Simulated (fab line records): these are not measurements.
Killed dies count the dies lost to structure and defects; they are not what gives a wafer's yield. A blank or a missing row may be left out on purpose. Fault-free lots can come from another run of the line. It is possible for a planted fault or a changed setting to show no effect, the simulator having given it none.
Chamber matching | flow sfq line | 4 sister chambers for SFQ_TRILAYER_I1_CMP_CMP_046 on cmp-02
The step polishes SiO2. 8 wafers are shown with their chamber, then 9 later ones without.

## WAFERS, EACH WITH ITS CHAMBER
wafer  | chamber | motor current A (A) | time to endpoint s (s)
L345.4 | 3       | 11.0                | 218
L346.6 | 0       | 9.6                 | 208
L347.3 | 2       | 12.4                | 219
L347.5 | 3       | 10.3                | 221
L348.2 | 0       | 9.6                 | 204
L348.3 | 2       | 11.1                | 208
L348.6 | 1       | 10.0                | 219
L349.1 | 1       | 9.8                 | 212

## WAFERS WITH NO CHAMBER GIVEN
wafer  | motor current A (A) | time to endpoint s (s)
L349.3 | 11.6                | 205
L349.6 | 10.4                | 214
L350.1 | 11.6                | 213
L350.5 | 11.8                | 221
L350.6 | 10.8                | 215
L351.1 | 11.3                | 210
L351.2 | 10.6                | 207
L351.3 | 11.3                | 209
L357.5 | 11.5                | 215

## WHICH CHAMBER EACH WENT THROUGH
wafer  | from the rows above               | in truth
L349.3 | can't be placed: 2 or 3           | 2
L349.6 | can't be placed: 1 or 3 or 0 or 2 | 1
L350.1 | can't be placed: 2 or 3           | 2
L350.5 | can't be placed: 2 or 3           | 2
L350.6 | can't be placed: 3 or 1 or 2 or 0 | 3
L351.1 | can't be placed: 2 or 3 or 1      | 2
L351.2 | can't be placed: 0 or 1 or 3 or 2 | 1
L351.3 | can't be placed: 2 or 3 or 1      | 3
L357.5 | can't be placed: 2 or 3           | 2
Correctly placed: 0 of 9. Not placeable from these rows: 9 (in 9, the candidates include the true chamber). Placed wrongly: 0.
How it was worked out, from the rows above alone: a wafer's distance from a chamber is the root of the sum, over the readings, of the square of ((its reading less the chamber's mean) divided by the reading's scatter). The wafer belongs to the nearest chamber; if the next one is less than 2 further off, it can't be placed. For every chamber, the mean is computed from those of its wafers that are shown. The scatter is the square root of a quotient: the sum, over the shown wafers, of each reading's squared deviation from its chamber's mean, divided by wafers minus chambers.
